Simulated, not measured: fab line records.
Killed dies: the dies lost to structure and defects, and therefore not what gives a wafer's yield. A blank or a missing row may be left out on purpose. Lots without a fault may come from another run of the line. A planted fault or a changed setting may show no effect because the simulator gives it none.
A struck lot beside a sound one :: flow sky130 :: 14 out of 708 route steps
Sound: these wafers, L946.1, L946.3, L946.4. Wafers struck: L950.2, L950.3, L950.5. The cause comes at the end.
For every step that has rows: the tool of each side, followed by ch and its chambers, followed by its first start. Under that, the readings that differ: sound wafers :: struck wafers :: difference of the means :: sigmas: that difference in standard deviations of wafers without a fault.
alike: readings whose means differ by less than 2 such deviations, and words and numbers that are the same on both sides. not compared: withheld readings, readings that some wafer has no value for, bounds like >300 that may hide the same value, and numbers for which the record gives no deviation and whose values overlap.
The two part at a step that has a row with sigmas, a row that says differs or no value, or rows on one side only. Non-overlapping numbers with no deviation appear without sigmas and do not part them. A reading that every wafer of one side lacks parts them only if that side has two wafers or more.

first, 5 steps without rows for these wafers: SKY_LI_CONTACT_COAT_07 (resist thk 450 nm); SKY_LI_CONTACT_SOFTBAKE_08 (time 90 s); SKY_LI_CONTACT_EXPOSE_09 (exposes mask LICM1, target cd 170 nm); SKY_LI_CONTACT_PEB_10; SKY_LI_CONTACT_DEVELOP_11 (develop time 60 s).
SKY_LI_CONTACT_CD_MEAS_12: target cd 170 nm.
  sound: cd sem-01 at day 28 17:16; struck: cd sem-01 at day 30 23:49
  alike: cd nm
SKY_LI_CONTACT_OVL_MEAS_13:
  sound: overlay-02 at day 28 17:23; struck: overlay-02 at day 30 23:55
  alike: LI_CONTACT_OVL
SKY_LI_CONTACT_ETCH_14: etches BARC in N2/H2, stops on SiO2, time 45.9 s, target depth 60 nm.
  sound on rie diel-03 ch 1,2,3, day 28 17:25; struck on rie diel-03 ch 0,1,3, day 30 23:57
  alike: bias w, drypump motor current A, oes product au, throttle valve pct
  not compared: rf hours counter h
SKY_LI_CONTACT_ETCH_15: etches PSG in C4F8/O2/Ar, stops on Si, target depth 600 nm.
  sound on rie diel-03 ch 1,2,3, day 28 17:28; struck on rie diel-03 ch 0,1,3, day 31 00:00
  alike: bias w, oes product au
SKY_LI_CONTACT_STRIP_16: strips in O2/N2.
  sound on plasma asher-01 ch 0,1, day 28 17:33; struck on plasma asher-04 ch 0,1, day 31 00:05
  alike: drypump motor current A, oes product au, strip time to endpoint s
  not compared: rf hours counter h
then, 2 steps without rows for these wafers: SKY_LI_CONTACT_CLEAN_17 (cleans in NMP, time 600 s); SKY_LI_CONTACT_PRE_CLEAN_18 (time 5.6 s).
SKY_LI_CONTACT_SPUTTER_19: material Ti, target thk 20 nm, time 106.37 s.
  sound: pvd sputter-01 at day 28 17:52; struck: pvd sputter-04 at day 31 00:23
reading: chamber pressure pa (Pa)
sound: 4.983 5.006 5.012
struck: 6.049 6.038 6.034
difference: +1.040
sigmas: +95

reading: model.Ti_of_LI_CONTACT_SPUTTER_19.thk nm (nm)
sound: 20.14 20.17 20.4
struck: 16.87 16.63 16.58
difference: -3.54
sigmas: 
  alike: throttle valve pct
SKY_LI_CONTACT_SPUTTER_20: material TiN, target thk 20 nm, time 80 s.
  sound: pvd sputter-01 at day 28 17:56; struck: pvd sputter-04 at day 31 00:27
  alike: chamber pressure pa, throttle valve pct

## WHERE THEY PART
At SKY_LI_CONTACT_SPUTTER_19 and nowhere else, as far as this record goes. Later steps at which nothing parts them and some readings are alike: SKY_LI_CONTACT_SPUTTER_20.

WHY: the cause the simulator had injected
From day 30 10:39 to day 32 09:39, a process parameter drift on pvd sputter-04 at SKY_LI_CONTACT_SPUTTER_19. The setting chamber pressure pa was moved by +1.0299, starting from 5. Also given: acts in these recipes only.
